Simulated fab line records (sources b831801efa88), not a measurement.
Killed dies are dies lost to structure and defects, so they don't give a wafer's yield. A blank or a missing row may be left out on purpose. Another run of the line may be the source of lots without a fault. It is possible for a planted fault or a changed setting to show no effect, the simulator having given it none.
What tool caused it? :: flow sky130 :: Sampling: 12 lots, 36 wafers, 5 of 708 route steps

== WHAT THE GAUGES READ, wafer by wafer ==
SKY_FIELD_ISO_THK_MEAS_25. Usual: FIELD_ISO_CVD_24_THK gives 594 nm (standard deviation 5.8).
lot: L804
measured: day 2 11:03
on: filmMetro-03
FIELD_ISO_CVD_24_THK (nm): 588 599 590
flag: 

lot: L806
measured: day 2 19:32
on: filmMetro-03
FIELD_ISO_CVD_24_THK (nm): 598 598 601
flag: 

lot: L808
measured: day 3 05:13
on: filmMetro-03
FIELD_ISO_CVD_24_THK (nm): 598 591 594
flag: 

lot: L811
measured: day 4 08:47
on: filmMetro-01
FIELD_ISO_CVD_24_THK (nm): 594 590 598
flag: 

lot: L812
measured: day 4 09:02
on: filmMetro-03
FIELD_ISO_CVD_24_THK (nm): 604 598 605
flag: 

lot: L818
measured: day 5 14:25
on: filmMetro-04
FIELD_ISO_CVD_24_THK (nm): 582 588 588
flag: 

lot: L821
measured: day 6 04:19
on: filmMetro-04
FIELD_ISO_CVD_24_THK (nm): 588 598 593
flag: 

lot: L822
measured: day 6 04:19
on: filmMetro-03
FIELD_ISO_CVD_24_THK (nm): 590 588 593
flag: 

lot: L823
measured: day 6 08:55
on: filmMetro-03
FIELD_ISO_CVD_24_THK (nm): 588 579 592
flag: 

lot: L824
measured: day 6 17:29
on: filmMetro-01
FIELD_ISO_CVD_24_THK (nm): 598 591 599
flag: 

lot: L825
measured: day 6 20:23
on: filmMetro-01
FIELD_ISO_CVD_24_THK (nm): 596 593 600
flag: 

lot: L826
measured: day 7 03:45
on: filmMetro-04
FIELD_ISO_CVD_24_THK (nm): 580 584 585
flag: 

SKY_VT_ADJUST_NCORE_TW_MEAS_11. Usual: VT_ADJUST_NCORE_TW gives 219.9 (standard deviation 0.9).
lot: L804
measured: day 8 15:37
on: filmMetro-04
VT_ADJUST_NCORE_TW: 218.8 220.2 219.9
flag: 

lot: L806
measured: day 9 05:38
on: filmMetro-03
VT_ADJUST_NCORE_TW: 219.6 219.7 220.6
flag: 

lot: L808
measured: day 9 15:01
on: filmMetro-04
VT_ADJUST_NCORE_TW: 219.2 220.5 221.5
flag: 

lot: L811
measured: day 11 07:16
on: filmMetro-04
VT_ADJUST_NCORE_TW: 228.6 226.9 227.6
flag: OFF

lot: L812
measured: day 11 07:55
on: filmMetro-01
VT_ADJUST_NCORE_TW: 227.7 229.1 229.0
flag: OFF

lot: L818
measured: day 13 00:38
on: filmMetro-04
VT_ADJUST_NCORE_TW: 220.7 221.2 220.3
flag: 

lot: L821
measured: day 13 10:44
on: filmMetro-03
VT_ADJUST_NCORE_TW: 219.6 218.9 219.2
flag: 

lot: L822
measured: day 13 12:11
on: filmMetro-01
VT_ADJUST_NCORE_TW: 220.9 219.9 218.9
flag: 

lot: L823
measured: day 13 16:41
on: filmMetro-03
VT_ADJUST_NCORE_TW: 220.0 219.9 219.9
flag: 

lot: L824
measured: day 13 21:14
on: filmMetro-04
VT_ADJUST_NCORE_TW: 219.6 220.0 219.9
flag: 

lot: L825
measured: day 14 07:13
on: filmMetro-01
VT_ADJUST_NCORE_TW: 220.5 220.5 221.7
flag: 

lot: L826
measured: day 14 12:31
on: filmMetro-03
VT_ADJUST_NCORE_TW: 219.4 219.5 219.6
flag: 

SKY_SONOS_ONO_CD_MEAS_13: the cd target is 410 nm. Usual: cdNm reads 409.9 nm (standard deviation 2).
lot: L804
measured: day 12 16:49
on: cdSem-02
cdNm (nm): 410.7 409.8 410.1
flag: 

lot: L806
measured: day 13 04:55
on: cdSem-02
cdNm (nm): 407.3 406.9 405.4
flag: 

lot: L808
measured: day 13 11:49
on: cdSem-02
cdNm (nm): 412.0 409.8 411.0
flag: 

lot: L811
measured: day 15 02:10
on: cdSem-01
cdNm (nm): 410.8 409.4 408.4
flag: 

lot: L812
measured: day 15 05:20
on: cdSem-01
cdNm (nm): 407.3 406.9 405.7
flag: 

lot: L818
measured: day 17 08:14
on: cdSem-02
cdNm (nm): 411.9 411.5 411.9
flag: 

lot: L821
measured: day 17 23:05
on: cdSem-01
cdNm (nm): 410.1 409.1 409.6
flag: 

lot: L822
measured: day 18 00:35
on: cdSem-02
cdNm (nm): 409.4 411.3 411.1
flag: 

lot: L823
measured: day 18 08:40
on: cdSem-01
cdNm (nm): 406.2 408.1 407.9
flag: 

lot: L824
measured: day 18 15:01
on: cdSem-02
cdNm (nm): 409.8 408.7 408.0
flag: 

lot: L825
measured: day 19 05:01
on: cdSem-01
cdNm (nm): 411.5 412.7 411.4
flag: 

lot: L826
measured: day 19 09:43
on: cdSem-01
cdNm (nm): 409.9 410.7 408.2
flag: 

== TOOL THAT RAN EACH LOT (tool first, then ch and the chambers of the sampled wafers, then the start) ==
lot: L804
SKY_FIELD_ISO_ETCH_17: rieSi-02 ch 0,3, day 2 07:14
SKY_VT_ADJUST_NCORE_IMPLANT_09: implanter-01 ch 0, day 8 15:22

lot: L806
SKY_FIELD_ISO_ETCH_17: rieSi-01 ch 0,2,3, day 2 15:53
SKY_VT_ADJUST_NCORE_IMPLANT_09: implanter-02 ch 0, day 9 05:25

lot: L808
SKY_FIELD_ISO_ETCH_17: rieSi-02 ch 0,1,3, day 3 02:56
SKY_VT_ADJUST_NCORE_IMPLANT_09: implanter-01 ch 0, day 9 14:46

lot: L811
SKY_FIELD_ISO_ETCH_17: rieSi-02 ch 0,2,3, day 3 18:02
SKY_VT_ADJUST_NCORE_IMPLANT_09: implanter-01 ch 0, day 11 07:01

lot: L812
SKY_FIELD_ISO_ETCH_17: rieSi-02 ch 0,1, day 3 22:36
SKY_VT_ADJUST_NCORE_IMPLANT_09: implanter-01 ch 0, day 11 07:39

lot: L818
SKY_FIELD_ISO_ETCH_17: rieSi-02 ch 0,1,3, day 5 12:11
SKY_VT_ADJUST_NCORE_IMPLANT_09: implanter-02 ch 0, day 13 00:24

lot: L821
SKY_FIELD_ISO_ETCH_17: rieSi-02 ch 2,3, day 6 00:05
SKY_VT_ADJUST_NCORE_IMPLANT_09: implanter-02 ch 0, day 13 10:29

lot: L822
SKY_FIELD_ISO_ETCH_17: rieSi-01 ch 0,1,3, day 6 01:20
SKY_VT_ADJUST_NCORE_IMPLANT_09: implanter-03 ch 0, day 13 11:57

lot: L823
SKY_FIELD_ISO_ETCH_17: rieSi-02 ch 0,1,3, day 6 07:05
SKY_VT_ADJUST_NCORE_IMPLANT_09: implanter-03 ch 0, day 13 16:26

lot: L824
SKY_FIELD_ISO_ETCH_17: rieSi-02 ch 0,1, day 6 15:20
SKY_VT_ADJUST_NCORE_IMPLANT_09: implanter-02 ch 0, day 13 20:59

lot: L825
SKY_FIELD_ISO_ETCH_17: rieSi-01 ch 0,1,2, day 6 18:05
SKY_VT_ADJUST_NCORE_IMPLANT_09: implanter-02 ch 0, day 14 06:58

lot: L826
SKY_FIELD_ISO_ETCH_17: rieSi-02 ch 1,2, day 7 02:05
SKY_VT_ADJUST_NCORE_IMPLANT_09: implanter-01 ch 0, day 14 12:16
- SKY_FIELD_ISO_ETCH_17: etches Si in HBr/Cl2/O2, target depth 342 nm, time 97.7 s.
- SKY_VT_ADJUST_NCORE_IMPLANT_09

== WHAT THE TOOLS THEMSELVES READ (means of the sampled wafers that have a number; where no wafer has one, the mark that the record gives instead) ==
SKY_FIELD_ISO_ETCH_17. Usual: drypumpMotorCurrentA 5.7 A, standard deviation 0.5; oesProductAu 1.005 a.u., standard deviation 0.011; throttleValvePct 25.653 %, standard deviation 0.012.
lot: L804
tool: rieSi-02
drypumpMotorCurrentA (A): 6.0
oesProductAu (a.u.): 1.012
throttleValvePct (%): 25.644
flag: 

lot: L806
tool: rieSi-01
drypumpMotorCurrentA (A): 5.6
oesProductAu (a.u.): 1.008
throttleValvePct (%): 25.651
flag: 

lot: L808
tool: rieSi-02
drypumpMotorCurrentA (A): 6.0
oesProductAu (a.u.): 1.003
throttleValvePct (%): 25.658
flag: 

lot: L811
tool: rieSi-02
drypumpMotorCurrentA (A): 5.8
oesProductAu (a.u.): 1.007
throttleValvePct (%): 25.662
flag: 

lot: L812
tool: rieSi-02
drypumpMotorCurrentA (A): 5.8
oesProductAu (a.u.): 0.998
throttleValvePct (%): 25.662
flag: 

lot: L818
tool: rieSi-02
drypumpMotorCurrentA (A): 6.0
oesProductAu (a.u.): 1.008
throttleValvePct (%): 25.652
flag: 

lot: L821
tool: rieSi-02
drypumpMotorCurrentA (A): 5.9
oesProductAu (a.u.): 0.998
throttleValvePct (%): 25.654
flag: 

lot: L822
tool: rieSi-01
drypumpMotorCurrentA (A): 5.3
oesProductAu (a.u.): 1.015
throttleValvePct (%): 25.641
flag: 

lot: L823
tool: rieSi-02
drypumpMotorCurrentA (A): 5.9
oesProductAu (a.u.): 1.011
throttleValvePct (%): 25.654
flag: 

lot: L824
tool: rieSi-02
drypumpMotorCurrentA (A): 5.6
oesProductAu (a.u.): 1.002
throttleValvePct (%): 25.656
flag: 

lot: L825
tool: rieSi-01
drypumpMotorCurrentA (A): 5.2
oesProductAu (a.u.): 1.007
throttleValvePct (%): 25.658
flag: 

lot: L826
tool: rieSi-02
drypumpMotorCurrentA (A): 5.9
oesProductAu (a.u.): 0.994
throttleValvePct (%): 25.664
flag: 

SKY_VT_ADJUST_NCORE_IMPLANT_09. Usual: doseIonsCm2 2.3997e+12, standard deviation 2.8e+09; faradayCurrentUA 13.56, standard deviation 0.25.
lot: L804
tool: implanter-01
doseIonsCm2: 2.3986e+12
faradayCurrentUA: 13.45
flag: 

lot: L806
tool: implanter-02
doseIonsCm2: 2.3983e+12
faradayCurrentUA: 13.50
flag: 

lot: L808
tool: implanter-01
doseIonsCm2: 2.4003e+12
faradayCurrentUA: 13.32
flag: 

lot: L811
tool: implanter-01
doseIonsCm2: 2.7786e+12
faradayCurrentUA: 15.65
flag: OFF

lot: L812
tool: implanter-01
doseIonsCm2: 2.7782e+12
faradayCurrentUA: 15.52
flag: OFF

lot: L818
tool: implanter-02
doseIonsCm2: 2.3979e+12
faradayCurrentUA: 13.42
flag: 

lot: L821
tool: implanter-02
doseIonsCm2: 2.3984e+12
faradayCurrentUA: 13.55
flag: 

lot: L822
tool: implanter-03
doseIonsCm2: 2.3967e+12
faradayCurrentUA: 13.29
flag: 

lot: L823
tool: implanter-03
doseIonsCm2: 2.4015e+12
faradayCurrentUA: 13.72
flag: 

lot: L824
tool: implanter-02
doseIonsCm2: 2.4015e+12
faradayCurrentUA: 13.49
flag: 

lot: L825
tool: implanter-02
doseIonsCm2: 2.3968e+12
faradayCurrentUA: 13.49
flag: 

lot: L826
tool: implanter-01
doseIonsCm2: 2.3991e+12
faradayCurrentUA: 13.43
flag: 

== THE ANSWER, worked out from the rows above alone ==
Rule: lot off if the mean of its wafers having a number is beyond 3 standard deviations from the usual mean. Also off: a lot with no number at a reading for which 4 or more lots have one. Where the step has rows for the other lots, those lots are counted as sound. Order of review: gauges by route order, followed by the tools' own readings, for which a lot's mean as printed above is used. At the first step where some lot is off, the reading lying furthest off is the one used; lots without a number count as furthest.
Off: L811, L812, at SKY_VT_ADJUST_NCORE_TW_MEAS_11 (VT_ADJUST_NCORE_TW).
A tool fits if, at a process step before that reading, it ran every lot that is off, and no sound lot after the first of them. The gauges at SKY_VT_ADJUST_NCORE_TW_MEAS_11 aren't tried: what is off there is off at SKY_VT_ADJUST_NCORE_IMPLANT_09 too, on other tools, and a gauge's error can't cause that. Of those tried, none fits.

== WHAT HAD BEEN PUT IN BY THE SIMULATOR ==
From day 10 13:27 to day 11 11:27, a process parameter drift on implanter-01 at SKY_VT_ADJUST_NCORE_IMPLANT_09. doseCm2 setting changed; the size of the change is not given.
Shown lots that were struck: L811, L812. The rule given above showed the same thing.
